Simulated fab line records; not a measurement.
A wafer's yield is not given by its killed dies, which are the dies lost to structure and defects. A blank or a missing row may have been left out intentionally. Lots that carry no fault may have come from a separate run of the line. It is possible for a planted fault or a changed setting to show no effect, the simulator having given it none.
fab line records	flow sky130
record lots=7	wafers=21	last-day=50
route steps=708 shown POLY_GATE@222 PAD_OPEN@708
lots that met no fault: taken from a fault-free run of the same line
start-h: hours from the record's opening day to when the first of the lot's shown wafers began	wait-h: hours elapsed since this lot's preceding step	" the same as in the row above	L1.1+2: a row that stands for several wafers	- no value, or no start given	* or withheld: withheld	< > ~ a bound
route shown NAME@n: names a module that has steps shown in the file, with the first one's number in the route	usual: mean/standard deviation taken from wafers without a fault	same: alike in all rows	chamber/n: place in a boat	sites: per-site readings	_std_site: the standard deviation of these	_edge_site: inner sites' mean taken away from outer sites' mean	radius-mm: how far each site lies from the wafer's centre	mask NAME#n: copy n	behind: the last tool/chamber to shape the wafer	hold: why the lot was held/for how many hours/how that ended	device: which transistor (n, p or np) failed to switch	end of line: at the end of the route, the tests of the same wafers	a step with no rows: only its recipe	killed: count of dies lost to structure and defects at first sort (not the wafer's yield)	map: per-die view of a wafer (x killed, . not killed, _ where there is no die)
set.NAME: the setting the step ran with; set.NAME@STEP: the setting that earlier step ran with	model.NAME: the simulator's own value behind a step, which no gauge read
lots at some steps of the route; a table a step, a row a wafer
services: a tool's chamber out of use, with start hour (start-h, from the record's first day; less than 0 if before it), hours out, and reason
## steps
# step SKY_POLY_GATE_COAT_08
# recipe resist=KrF-thick	spin-rpm=3000	resist-thk-nm=450
# step SKY_POLY_GATE_SOFTBAKE_09
# recipe temp-c=100	time-s=90	resist=KrF-thick
# step SKY_POLY_GATE_EXPOSE_10
# recipe mask-id=P1M	na=0.68	source-shape=conventional	sigma-outer=0.6	target-cd-nm=150	dose-mj=28
# step SKY_POLY_GATE_PEB_11
# recipe peb-temp-c=withheld	peb-time-s=withheld	resist=KrF-thick
# step SKY_POLY_GATE_DEVELOP_12
# recipe develop-time-s=60	resist=KrF-thick	dev-temp-c=19.86
# step SKY_POLY_GATE_CD_MEAS_13
# recipe target-cd-nm=150
# usual cd-nm=150.2/1.4
lot.wafer	tool	chamber	start-h	wait-h	cd-nm
L233.1	cd-sem-02	-	372.05	-	151.2
L233.3	"	-	"	"	151.6
L233.4	"	-	"	"	150.7
L242.1	cd-sem-02	-	447.50	-	148.0
L242.3	"	-	"	"	148.8
L242.4	"	-	"	"	148.7
L248.1	cd-sem-01	-	514.04	-	150.4
L248.5	"	-	"	"	149.6
L248.6	"	-	"	"	148.6
L247.1	cd-sem-01	-	514.87	-	150.3
L247.2	"	-	"	"	151.3
L247.6	"	-	"	"	151.5
L246.2	cd-sem-02	-	515.27	-	150.1
L246.5	"	-	"	"	149.3
L246.6	"	-	"	"	150.5
L253.1	cd-sem-01	-	538.99	-	150.3
L253.4	"	-	"	"	149.8
L253.5	"	-	"	"	150.1
L254.1	cd-sem-02	-	551.85	-	146.8
L254.4	"	-	"	"	147.6
L254.5	"	-	"	"	147.5
# step SKY_POLY_GATE_OVL_MEAS_14
# usual POLY_GATE_OVL=-1/5.2
lot.wafer	tool	chamber	start-h	wait-h	POLY_GATE_OVL[nm]
L233.1	overlay-02	-	372.17	0.1	0
L233.3	"	-	"	"	0
L233.4	"	-	"	"	3
L242.1	overlay-01	-	447.62	0.1	-9
L242.3	"	-	"	"	-9
L242.4	"	-	"	"	-10
L248.1	overlay-02	-	514.16	0.1	-5
L248.5	"	-	"	"	-1
L248.6	"	-	"	"	-2
L247.1	overlay-02	-	514.99	0.1	5
L247.2	"	-	"	"	-2
L247.6	"	-	"	"	5
L246.2	overlay-02	-	515.38	0.1	8
L246.5	"	-	"	"	4
L246.6	"	-	"	"	1
L253.1	overlay-02	-	539.11	0.1	-4
L253.4	"	-	"	"	-3
L253.5	"	-	"	"	-7
L254.1	overlay-01	-	551.97	0.1	-2
L254.4	"	-	"	"	-4
L254.5	"	-	"	"	9
# step SKY_POLY_GATE_ETCH_15
# recipe chemistry=N2/H2	target=BARC	ion-energy-ev=200	source-w=500	bias-w=100	pressure-mtorr=30	n2-flow-sccm=100	h2-flow-sccm=200	stop-on=SiO2	time-s=118.5	target-depth-a=1100
# usual chamber-pressure-mTorr=29.999/0.026	drypump-motor-current-A=5.8/0.35	oes-product-au=0.716/0.0047	throttle-valve-pct=13.213/0.0095
lot.wafer	tool	chamber	start-h	wait-h	chamber-pressure-mTorr	drypump-motor-current-A	oes-product-au	rf-hours-counter-h	throttle-valve-pct
L233.1	rie-diel-03	2	372.21	0.0	30.003	6.3	0.721	6	13.221
L233.3	"	0	"	"	29.950	6.4	0.707	6	13.214
L233.4	"	1	"	"	29.997	5.1	0.720	2	13.202
L242.1	rie-diel-01	1	447.66	0.0	30.036	5.4	0.703	4	13.200
L242.3	"	3	"	"	29.958	6.1	0.713	25	13.219
L242.4	"	0	"	"	29.997	5.7	0.718	3	13.212
L248.1	rie-diel-02	1	514.20	0.0	29.955	6.1	0.718	8	13.215
L248.5	"	2	"	"	30.000	5.5	0.716	-	13.213
L248.6	"	3	"	"	29.984	5.9	0.714	-	13.216
L247.1	rie-diel-03	0	515.02	0.0	30.005	6.4	0.714	9	13.197
L247.2	"	1	"	"	29.965	5.1	0.717	4	13.230
L247.6	"	0	"	"	29.990	6.4	0.713	-	13.209
L246.2	rie-diel-01	1	515.41	0.0	29.983	5.4	0.720	6	13.219
L246.5	"	1	"	"	30.002	5.5	0.723	-	13.215
L246.6	"	0	"	"	30.035	5.7	0.715	-	13.216
L253.1	rie-diel-01	0	539.15	0.0	29.981	5.7	0.713	5	13.209
L253.4	"	2	"	"	29.998	5.9	0.707	17	13.230
L253.5	"	0	"	"	29.968	5.7	0.717	-	13.197
L254.1	rie-diel-02	2	552.01	0.0	29.994	5.5	0.722	12	13.198
L254.4	"	1	"	"	30.026	6.1	0.715	-	13.236
L254.5	"	0	"	"	30.003	5.8	0.714	-	13.206
# step SKY_POLY_GATE_ETCH_16
# recipe stop-on=poly-Si	chemistry=CH3F/O2	target=Si3N4	source-w=400	bias-w=80	pressure-mtorr=25	ch3f-flow-sccm=40	O2_flow_sccm=30	time-s=147.5	target-depth-a=750
# usual chamber-pressure-mTorr=24.999/0.023	drypump-motor-current-A=5.8/0.35	oes-product-au=0.642/0.0048	throttle-valve-pct=10.535/0.0088
lot.wafer	tool	chamber	start-h	wait-h	chamber-pressure-mTorr	drypump-motor-current-A	oes-product-au	rf-hours-counter-h	throttle-valve-pct
L233.1	rie-diel-03	2	372.29	0.0	24.984	6.2	0.647	7	10.540
L233.3	"	0	"	"	24.986	6.4	0.646	6	10.529
L233.4	"	1	"	"	24.982	5.1	0.636	2	10.550
L242.1	rie-diel-01	1	447.74	0.0	25.027	5.5	0.644	4	10.542
L242.3	"	3	"	"	24.995	6.1	0.649	25	10.527
L242.4	"	0	"	"	24.982	5.7	0.643	3	10.547
L248.1	rie-diel-02	1	514.28	0.0	24.978	6.1	0.640	8	10.537
L248.5	"	2	"	"	25.053	5.4	0.644	-	10.539
L248.6	"	3	"	"	25.017	5.8	0.643	-	10.533
L247.1	rie-diel-03	0	515.11	0.0	25.018	6.4	0.637	9	10.543
L247.2	"	1	"	"	24.999	5.0	0.637	4	10.528
L247.6	"	0	"	"	25.025	6.4	0.646	-	10.537
L246.2	rie-diel-01	1	515.49	0.0	24.991	5.4	0.642	6	10.530
L246.5	"	1	"	"	24.975	5.4	0.637	-	10.528
L246.6	"	0	"	"	24.989	5.7	0.640	-	10.545
L253.1	rie-diel-01	0	539.23	0.0	24.995	5.7	0.646	5	10.534
L253.4	"	2	"	"	25.028	5.9	0.647	17	10.535
L253.5	"	0	"	"	25.018	5.7	0.637	-	10.539
L254.1	rie-diel-02	2	552.09	0.0	24.987	5.4	0.654	12	10.522
L254.4	"	1	"	"	24.997	6.1	0.645	-	10.550
L254.5	"	0	"	"	25.022	5.8	0.643	-	10.540
# step SKY_POLY_GATE_ETCH_17
# recipe target-depth-nm=180	stop-on=SiO2	over-etch-frac=0.56667	chemistry=HBr/Cl2	target=poly-Si	icp-w=400	bias-w=100	pressure-mtorr=10	HBr_flow_sccm=150	Cl2_flow_sccm=50	time-s=70.5
# usual chamber-pressure-mTorr=10.001/0.0079	drypump-motor-current-A=5.6/0.52	oes-product-au=0.988/0.0071	throttle-valve-pct=33.683/0.0078
lot.wafer	tool	chamber	start-h	wait-h	chamber-pressure-mTorr	drypump-motor-current-A	oes-product-au	rf-hours-counter-h	throttle-valve-pct
L233.1	rie-si-01	2	372.39	0.0	10.000	5.0	0.982	0	33.686
L233.3	"	1	"	"	10.001	5.9	0.996	24	33.685
L233.4	"	3	"	"	10.000	5.6	0.996	25	33.689
L242.1	rie-si-01	0	447.84	0.0	10.003	5.2	0.996	1	33.686
L242.3	"	1	"	"	9.990	5.9	0.995	25	33.685
L242.4	"	3	"	"	9.984	5.6	0.998	-	33.701
L248.1	rie-si-01	3	514.38	0.0	10.004	5.6	0.989	26	33.676
L248.5	"	1	"	"	10.009	6.0	0.998	-	33.672
L248.6	"	0	"	"	10.003	5.2	0.985	-	33.684
L247.1	rie-si-02	3	515.20	0.0	9.994	5.5	0.995	1	33.682
L247.2	"	0	"	"	10.005	6.2	0.992	2	33.691
L247.6	"	2	"	"	9.991	4.9	0.997	-	33.675
L246.2	rie-si-01	2	515.59	0.0	10.014	5.0	0.978	1	33.695
L246.5	"	3	"	"	10.016	5.6	0.992	-	33.697
L246.6	"	0	"	"	10.006	5.2	0.999	-	33.688
L253.1	rie-si-02	2	539.33	0.0	9.999	4.9	0.984	25	33.688
L253.4	"	2	"	"	9.984	4.9	0.979	-	33.683
L253.5	"	0	"	"	10.001	6.2	0.981	-	33.691
L254.1	rie-si-01	2	552.19	0.0	9.994	5.0	0.993	1	33.674
L254.4	"	1	"	"	10.013	5.9	0.994	26	33.686
L254.5	"	1	"	"	10.012	5.9	0.999	-	33.672
# step SKY_POLY_GATE_STRIP_18
# recipe chemistry=O2/N2	power-w=1400	pressure-mtorr=1500	platen-temp-c=withheld	o2-flow-sccm=3000	n2-flow-sccm=300	overash-fraction=0.5
# usual chamber-pressure-mTorr=1499.9/1.3	drypump-motor-current-A=5.6/0.34	oes-product-au=0.361/0.0045	strip-time-to-endpoint-s=3.161/0.028
lot.wafer	tool	chamber	start-h	wait-h	chamber-pressure-mTorr	drypump-motor-current-A	oes-product-au	rf-hours-counter-h	strip-time-to-endpoint-s
L233.1	plasma-asher-04	0	372.44	0.0	1500.9	5.7	0.361	70	3.238
L233.3	"	1	"	"	1501.7	5.6	0.357	-	3.207
L233.4	"	0	"	"	1498.2	5.7	0.368	-	3.186
L242.1	plasma-asher-02	1	447.89	0.0	1499.6	6.2	0.361	1	3.149
L242.3	"	0	"	"	1500.3	5.7	0.361	-	3.120
L242.4	"	1	"	"	1500.1	6.1	0.360	-	3.150
L248.1	plasma-asher-02	1	514.43	0.0	1501.4	6.1	0.359	8	3.148
L248.5	"	0	"	"	1498.8	5.7	0.359	-	3.196
L248.6	"	1	"	"	1499.6	6.1	0.363	-	3.185
L247.1	plasma-asher-02	1	515.26	0.0	1497.9	6.1	0.353	8	3.176
L247.2	"	0	"	"	1501.7	5.7	0.359	8	3.150
L247.6	"	0	"	"	1504.2	5.7	0.358	-	3.193
L246.2	plasma-asher-04	0	515.64	0.0	1502.7	5.7	0.366	85	3.182
L246.5	"	0	"	"	1498.9	5.7	0.356	-	3.141
L246.6	"	1	"	"	1500.3	5.6	0.363	-	3.149
L253.1	plasma-asher-04	1	539.38	0.0	1499.4	5.6	0.365	88	3.156
L253.4	"	1	"	"	1500.2	5.6	0.354	-	3.116
L253.5	"	1	"	"	1498.2	5.6	0.355	-	3.191
L254.1	plasma-asher-02	1	552.24	0.0	1499.0	6.1	0.360	12	3.163
L254.4	"	1	"	"	1499.1	6.2	0.364	-	3.092
L254.5	"	1	"	"	1500.7	6.1	0.356	-	3.128
# step SKY_POLY_GATE_CLEAN_19
# recipe chemistry=SC1/SC2	mix=1:4:20	temp-c=70	time-s=150	dry=n2-spin
# step SKY_POLY_GATE_OXIDATION_20
# recipe temp-c=850	ambient=O2	stabilise-s=600	purge-s=300	target-thk-a=40	ox-time-s=899
# usual spike-tc-bottom-C=869.2/1.7	spike-tc-centre-C=850.6/1	spike-tc-lower-C=851.4/1	spike-tc-top-C=861.1/2.1	spike-tc-upper-C=850.5/1.1	tube-center-temp-C=850/0.079	tube_center_temp_C_max=852.2/0.37	zone-power-bottom-pct=26.3/0.7	zone-power-lower-pct=15.3/0.95
lot.wafer	tool	chamber	start-h	wait-h	spike-tc-bottom-C	spike-tc-centre-C	spike-tc-lower-C	spike-tc-top-C	spike-tc-upper-C	tube-center-temp-C	tube_center_temp_C_max	zone-power-bottom-pct	zone-power-lower-pct	model.SiO2_of_POLY_GATE_OXIDATION_20.thk-nm
L233.1	furnace-02	0	372.59	0.0	869.4	851.7	852.1	863.3	852.6	850.07	852.2	26.1	14.7	3.959
L233.3	"	0	"	"	867.4	848.9	850.4	860.7	849.4	849.85	852.3	26.5	14.7	3.957
L233.4	"	0	"	"	867.4	850.4	851.0	862.8	851.2	850.12	851.8	26.0	14.7	3.887
L242.1	furnace-02	0	448.05	0.0	866.2	849.4	850.5	862.0	850.0	850.07	852.1	25.7	14.8	4.008
L242.3	"	0	"	"	869.7	851.4	851.3	861.9	850.6	849.85	852.0	25.8	14.9	3.987
L242.4	"	0	"	"	869.2	849.5	850.5	862.0	852.0	850.07	852.2	26.0	14.6	3.982
L248.1	furnace-02	0	514.58	0.0	902.2	884.4	883.8	895.5	883.2	883.37	885.4	27.9	15.9	6.06
L248.5	"	0	"	"	902.4	883.7	885.8	893.8	885.1	883.39	885.3	28.4	16.1	6.036
L248.6	"	0	"	"	900.7	883.3	885.9	896.2	883.7	883.32	885.3	28.2	15.7	6.102
L246.2	furnace-02	0	515.83	0.0	901.3	883.6	882.3	894.7	884.4	883.33	885.2	27.8	16.1	5.983
L246.5	"	0	"	"	901.1	884.3	883.9	893.8	882.4	883.41	885.6	28.2	16.0	6.028
L246.6	"	0	"	"	902.7	884.3	884.6	895.3	884.1	883.53	885.2	28.3	16.4	6.083
L247.1	furnace-02	0	515.83	0.4	900.9	884.4	883.2	896.9	884.8	883.44	885.6	28.5	16.2	5.971
L247.2	"	0	"	"	903.4	882.7	884.5	894.8	885.7	883.44	886.3	28.3	16.0	5.932
L247.6	"	0	"	"	900.6	883.7	885.4	894.8	884.5	883.38	885.4	28.1	16.0	5.971
L253.1	furnace-01	0	539.53	0.0	872.8	851.8	849.2	856.8	849.4	850.08	851.7	27.3	17.0	4.077
L253.4	"	0	"	"	871.2	849.7	851.4	855.9	850.4	849.96	852.0	27.7	16.8	4.074
L253.5	"	0	"	"	871.1	850.5	850.4	857.3	849.6	850.11	852.4	27.5	17.1	3.997
L254.1	furnace-01	0	552.44	0.0	869.9	851.2	851.5	859.1	848.6	850	852.1	27.6	17.0	4.029
L254.4	"	0	"	"	872.5	851.0	850.0	858.1	849.5	850.13	852.1	27.6	16.8	4.047
L254.5	"	0	"	"	870.1	851.3	851.4	857.6	850.2	850.01	852.2	27.3	16.6	4.065
# step SKY_POLY_GATE_THK_MEAS_21
# recipe reads=SiO2_of_POLY_GATE_OXIDATION_20
# usual POLY_GATE_OXIDATION_THK=4.01/0.08
lot.wafer	tool	chamber	start-h	wait-h	POLY_GATE_OXIDATION_THK[nm]
L233.1	film-metro-03	-	373.84	0.0	4.02
L233.3	"	-	"	"	3.96
L233.4	"	-	"	"	3.89
L242.1	film-metro-02	-	449.30	0.0	3.99
L242.3	"	-	"	"	3.96
L242.4	"	-	"	"	4.01
L248.1	film-metro-02	-	515.83	0.0	6.02
L248.5	"	-	"	"	6.08
L248.6	"	-	"	"	6.11
L247.1	film-metro-03	-	517.08	0.0	5.98
L247.2	"	-	"	"	5.92
L247.6	"	-	"	"	5.93
L246.2	film-metro-01	-	517.09	0.0	6.00
L246.5	"	-	"	"	6.04
L246.6	"	-	"	"	6.07
L253.1	film-metro-03	-	540.78	0.0	4.08
L253.4	"	-	"	"	4.06
L253.5	"	-	"	"	4.04
L254.1	film-metro-03	-	553.69	0.0	4.02
L254.4	"	-	"	"	4.06
L254.5	"	-	"	"	4.00
# step SKY_POLY_GATE_CD_MEAS_22
# usual cd-nm=150.1/1.9
lot.wafer	tool	chamber	start-h	wait-h	cd-nm
L233.1	cd-sem-02	-	373.90	0.1	152.0
L233.3	"	-	"	"	151.8
L233.4	"	-	"	"	150.3
L242.1	cd-sem-02	-	449.36	0.1	148.5
L242.3	"	-	"	"	149.5
L242.4	"	-	"	"	148.3
L248.1	cd-sem-02	-	515.89	0.1	151.0
L248.5	"	-	"	"	151.0
L248.6	"	-	"	"	150.9
L247.1	cd-sem-02	-	517.14	0.1	148.8
L247.2	"	-	"	"	150.6
L247.6	"	-	"	"	152.5
L246.2	cd-sem-01	-	517.17	0.1	148.7
L246.5	"	-	"	"	148.1
L246.6	"	-	"	"	150.6
L253.1	cd-sem-02	-	540.84	0.1	150.9
L253.4	"	-	"	"	149.3
L253.5	"	-	"	"	151.1
L254.1	cd-sem-02	-	553.75	0.1	144.1
L254.4	"	-	"	"	146.9
L254.5	"	-	"	"	148.6
# step SKY_PAD_OPEN_PROBE_99
# usual killed_at_M0_to_M3=43/7.7	killed_at_M4_up=3.0/1.7	killed-at-contacts=24/5.2	killed-at-front-end=15/4.5	killed-at-other=0.3/0.5	killed-dies=85/9.5	killed-open=47/6.6	killed-short=38/6.6
# same gross-dies=492	killed-at-back-side=0
lot.wafer	tool	chamber	start-h	wait-h	killed_at_M0_to_M3	killed_at_M4_up	killed-at-contacts	killed-at-front-end	killed-at-other	killed-dies	killed-open	killed-short	model.etest.tip-sonos.rs-ohm-sq	model.etest.tip-p.rs-ohm-sq	model.etest.pfet_01v8.r-on-ohm-um	model.etest.res-pdiff.line-ohm-um	model.etest.tip-n.rs-ohm-sq	model.etest.nfet_01v8.r-on-ohm-um	model.etest.res-ndiff.line-ohm-um	model.etest.sonos-uncharged.r-on-ohm-um
L233.1	prober-01	-	1070.48	0.1	47	1	25	14	0	87	52	35	2580	7025	2942	1369	437.4	843.6	789.4	788.6
L233.3	prober-01	-	1070.58	0.2	34	4	21	13	0	72	35	37	2540	7041	2984	1360	436.4	829.8	777.7	799.1
L233.4	prober-01	-	1070.63	0.2	32	3	22	15	0	72	40	32	2537	7008	2977	1347	436.8	845.4	766.4	798.9
L242.1	prober-02	-	1128.25	0.1	49	3	24	14	1	91	58	33	2659	6911	2898	1346	445.4	829.7	750.5	786.5
L242.3	prober-02	-	1128.35	0.2	40	4	20	16	0	80	45	35	2632	6912	2953	1402	445.2	839.9	765.8	805.7
L242.4	prober-02	-	1128.40	0.2	43	5	18	17	0	83	50	33	2614	6895	2894	1388	447.8	838.8	766.4	795.3
L248.1	prober-01	-	1169.54	0.1	40	3	23	13	1	80	44	36	3080	7252	3012	1422	484.3	855.5	770.2	799.6
L248.5	prober-01	-	1169.74	0.2	34	1	30	16	0	81	40	41	3076	7168	2982	1434	484.1	856.4	769.3	796.2
L248.6	prober-01	-	1169.79	0.2	50	3	22	16	0	91	45	46	3098	7182	3030	1442	481.9	862.4	776.8	793.6
L247.1	prober-01	-	1172.05	0.1	47	4	24	16	1	92	51	41	3090	7298	3088	1434	477.8	869.1	795	803.3
L247.2	prober-01	-	1172.10	0.1	44	0	17	14	0	75	44	31	3010	7174	3165	1419	473.5	900.2	773	815.1
L247.6	prober-01	-	1172.30	0.2	58	4	24	20	0	106	63	43	3049	7236	3191	1431	474.6	900	790.5	819.5
L246.2	prober-02	-	1172.08	0.1	58	7	21	21	0	107	44	63	2950	7292	3087	1450	479.3	849.1	790.3	793.2
L246.5	prober-02	-	1172.23	0.2	42	1	32	18	0	93	42	51	2923	7391	3110	1448	479.5	864.5	769.8	791.7
L246.6	prober-02	-	1172.28	0.2	45	0	32	20	0	97	49	48	2906	7318	3092	1476	481.7	869.5	779.2	805.4
L253.1	prober-01	-	1182.93	0.1	43	2	26	16	1	88	48	40	2724	7056	2968	1308	444.4	837.4	738.8	783.9
L253.4	prober-01	-	1183.08	0.2	47	1	28	22	0	98	42	56	2690	7050	2980	1308	445.1	834.9	734	782.3
L253.5	prober-01	-	1183.13	0.2	50	5	20	11	0	86	41	45	2709	7001	3026	1296	438.2	830	729	780.6
L254.1	prober-02	-	1188.21	0.1	45	3	24	16	1	89	56	33	2651	7005	2843	1397	444.1	799.1	791	780.3
L254.4	prober-02	-	1188.36	0.2	56	4	29	20	0	109	63	46	2619	6962	2907	1420	446	817.9	792.3	788.4
L254.5	prober-02	-	1188.41	0.2	67	2	20	13	1	103	60	43	2691	6960	2954	1410	445.5	832.6	784.8	798.3
# killed by level:class
L233.1 VIA2:geometric-particle:open=10 VIA1:geometric-particle:open=9 FIELD_ISO:geometric-particle:open=8 CONTACT:geometric-particle:open=8 LI_CONTACT:geometric-particle:open=7 METAL2:geometric-particle:short=6 CONTACT:geometric-particle:short=5 METAL1:geometric-particle:short=5
L233.3 VIA2:geometric-particle:open=8 LI_CONTACT:geometric-particle:open=6 METAL1:geometric-particle:short=6 VIA3:geometric-particle:open=5 CONTACT:geometric-particle:open=5 VIA1:geometric-particle:short=5 LOCAL_INTERCONNECT:geometric-particle:short=4 VIA3:geometric-particle:short=4
L233.4 LI_CONTACT:geometric-particle:open=9 VIA3:geometric-particle:open=7 POLY_GATE:geometric-particle:open=6 CONTACT:geometric-particle:open=6 VIA1:geometric-particle:short=6 CONTACT:geometric-particle:short=5 VIA2:geometric-particle:open=5 FIELD_ISO:geometric-particle:short=4
L242.1 CONTACT:geometric-particle:open=11 VIA3:geometric-particle:open=11 VIA1:geometric-particle:open=10 VIA2:geometric-particle:open=8 LI_CONTACT:geometric-particle:open=7 FIELD_ISO:geometric-particle:short=5 VIA1:geometric-particle:short=5 METAL1:geometric-particle:short=4
L242.3 VIA1:geometric-particle:open=9 POLY_GATE:geometric-particle:open=6 LI_CONTACT:geometric-particle:open=6 CONTACT:geometric-particle:open=6 VIA2:geometric-particle:open=5 VIA3:geometric-particle:short=5 METAL1:geometric-particle:short=4 METAL2:geometric-particle:short=4
L242.4 VIA1:geometric-particle:open=13 VIA2:geometric-particle:open=10 CONTACT:geometric-particle:open=7 POLY_GATE:geometric-particle:short=5 METAL1:geometric-particle:short=5 VIA3:geometric-particle:open=5 FIELD_ISO:geometric-particle:short=4 METAL2:geometric-particle:short=4
L248.1 LI_CONTACT:geometric-particle:open=9 VIA1:geometric-particle:open=9 VIA2:geometric-particle:open=8 CONTACT:geometric-particle:short=7 VIA3:geometric-particle:open=6 METAL2:geometric-particle:short=5 FIELD_ISO:geometric-particle:short=4 CONTACT:geometric-particle:open=4
L248.5 CONTACT:geometric-particle:open=14 FIELD_ISO:geometric-particle:open=7 FIELD_ISO:geometric-particle:short=6 VIA1:geometric-particle:open=5 VIA1:geometric-particle:short=5 CONTACT:geometric-particle:short=5 LI_CONTACT:geometric-particle:open=5 METAL2:geometric-particle:short=5
L248.6 METAL1:geometric-particle:short=9 VIA2:geometric-particle:open=9 CONTACT:geometric-particle:open=8 METAL2:geometric-particle:short=8 VIA1:geometric-particle:short=6 LI_CONTACT:geometric-particle:open=6 FIELD_ISO:geometric-particle:short=5 VIA1:geometric-particle:open=5
L247.1 VIA1:geometric-particle:open=15 CONTACT:geometric-particle:open=12 VIA1:geometric-particle:short=8 VIA2:geometric-particle:open=7 LOCAL_INTERCONNECT:geometric-particle:short=5 FIELD_ISO:geometric-particle:short=4 METAL1:geometric-particle:short=4 METAL2:geometric-particle:short=4
L246.2 VIA1:geometric-particle:open=18 METAL2:geometric-particle:short=10 METAL1:geometric-particle:short=9 POLY_GATE:geometric-particle:short=7 LI_CONTACT:geometric-particle:open=6 VIA1:geometric-particle:short=6 METAL4:geometric-particle:short=6 FIELD_ISO:geometric-particle:short=5
L247.2 VIA1:geometric-particle:open=8 POLY_GATE:geometric-particle:open=7 CONTACT:geometric-particle:open=7 METAL1:geometric-particle:short=7 VIA3:geometric-particle:open=7 VIA2:geometric-particle:open=6 VIA1:geometric-particle:short=5 METAL3:geometric-particle:short=5
L246.5 LOCAL_INTERCONNECT:geometric-particle:short=9 VIA1:geometric-particle:open=9 CONTACT:geometric-particle:open=7 METAL2:geometric-particle:short=6 FIELD_ISO:geometric-particle:open=5 LI_CONTACT:geometric-particle:short=5 LI_CONTACT:geometric-particle:open=5 METAL1:geometric-particle:short=5
L246.6 LI_CONTACT:geometric-particle:open=8 VIA1:geometric-particle:open=8 FIELD_ISO:geometric-particle:open=7 CONTACT:geometric-particle:open=7 METAL2:geometric-particle:short=7 VIA2:geometric-particle:open=7 LI_CONTACT:geometric-particle:short=6 CONTACT:geometric-particle:short=6
L247.6 VIA1:geometric-particle:open=20 CONTACT:geometric-particle:open=9 POLY_GATE:geometric-particle:open=7 LI_CONTACT:geometric-particle:open=7 METAL3:geometric-particle:short=7 VIA1:geometric-particle:short=6 VIA3:geometric-particle:open=6 LOCAL_INTERCONNECT:geometric-particle:short=5
L253.1 VIA3:geometric-particle:open=11 LI_CONTACT:geometric-particle:open=7 FIELD_ISO:geometric-particle:open=6 LOCAL_INTERCONNECT:geometric-particle:short=5 METAL1:geometric-particle:short=5 VIA1:geometric-particle:short=5 VIA2:geometric-particle:open=5 POLY_GATE:geometric-particle:open=4
L253.4 VIA1:geometric-particle:open=16 CONTACT:geometric-particle:open=9 METAL2:geometric-particle:short=9 METAL1:geometric-particle:short=8 FIELD_ISO:geometric-particle:short=7 LI_CONTACT:geometric-particle:short=6 LOCAL_INTERCONNECT:geometric-particle:short=6 FIELD_ISO:geometric-particle:open=5
L253.5 METAL2:geometric-particle:short=10 VIA2:geometric-particle:open=9 VIA1:geometric-particle:open=8 CONTACT:geometric-particle:open=7 LOCAL_INTERCONNECT:geometric-particle:short=6 VIA3:geometric-particle:open=5 POLY_GATE:geometric-particle:short=4 CONTACT:geometric-particle:short=4
L254.1 VIA1:geometric-particle:open=11 VIA2:geometric-particle:open=10 CONTACT:geometric-particle:short=9 FIELD_ISO:geometric-particle:open=8 CONTACT:geometric-particle:open=8 LI_CONTACT:geometric-particle:open=5 VIA3:geometric-particle:open=5 FIELD_ISO:geometric-particle:short=4
L254.4 VIA1:geometric-particle:open=16 LI_CONTACT:geometric-particle:open=11 METAL2:geometric-particle:short=11 CONTACT:geometric-particle:open=10 FIELD_ISO:geometric-particle:open=7 METAL1:geometric-particle:short=7 VIA3:geometric-particle:open=7 FIELD_ISO:geometric-particle:short=5
L254.5 VIA1:geometric-particle:open=17 VIA2:geometric-particle:open=12 METAL2:geometric-particle:short=8 METAL1:geometric-particle:short=7 VIA1:geometric-particle:short=7 VIA3:geometric-particle:open=7 LI_CONTACT:geometric-particle:open=5 CONTACT:geometric-particle:open=5
## services
tool	chamber	start-h	hours	kind
furnace-02	-	348.71	3.2	pm
rie-diel-01	-	355.79	0.3	repair
rie-si-02	0	356.54	13.1	repair
plasma-asher-02	-	377.40	18.8	pm
rie-diel-02	0	398.48	6.4	repair
rie-diel-03	1	399.41	1.3	repair
rie-diel-03	1	407.27	13.8	repair
plasma-asher-02	-	412.60	1.0	repair
furnace-01	-	413.69	3.3	pm
plasma-asher-04	-	416.76	3.5	repair
plasma-asher-02	-	421.30	9.0	pm
rie-si-01	2	446.11	4.3	repair
rie-diel-01	0	449.45	10.3	repair
rie-si-02	-	470.16	2.8	pm
furnace-02	-	471.98	5.2	repair
rie-diel-03	0	489.06	6.6	repair
rie-si-01	2	491.41	5.6	repair
rie-si-01	-	506.39	2.8	pm
rie-diel-03	3	508.07	10.1	repair
furnace-02	-	509.30	3.3	pm
rie-si-01	2	538.69	1.2	repair
rie-diel-03	1	544.94	19.5	repair
rie-diel-02	3	544.99	19.0	repair
rie-si-01	3	552.26	5.5	repair
## key
first-sign step=SKY_POLY_GATE_OXIDATION_20	reading=tube-center-temp-C	direction=up	sigmas=99+	usual=*	struck=*
effect step=SKY_POLY_GATE_OXIDATION_20	reading=tube_center_temp_C_max	direction=up	sigmas=91	usual=*	struck=*
effect step=SKY_POLY_GATE_THK_MEAS_21	reading=POLY_GATE_OXIDATION_THK	direction=up	sigmas=25	usual=4.01	struck=6.02
model-effect step=SKY_POLY_GATE_OXIDATION_20	value=SiO2_of_POLY_GATE_OXIDATION_20.thk-nm	without=4.01	struck=6.019
model-effect step=SKY_PAD_OPEN_PROBE_99	value=etest.tip-sonos.rs-ohm-sq	without=2655	struck=3020
met-at SKY_POLY_GATE_OXIDATION_20
struck-wafers L246.2,L246.5,L246.6,L247.1,L247.2,L247.6,L248.1,L248.5,L248.6
tester-left-out L246,L247,L248
onset-between 448.05 514.58
fault kind=process-parameter-drift	tool=furnace-02	chamber=-	onset-h=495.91	steps=SKY_POLY_GATE_OXIDATION_20	channel=temp-c	offset=*	shape=step	end-h=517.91	acts-in=*	stated=*
# tester-left-out: of these lots the tester's yield and bins aren't shown, on N5 and GAA mostly nor the transistor test; their killed dies are dies lost to structure and defects alone, not to doping, threshold or leakage, so they don't give the yield
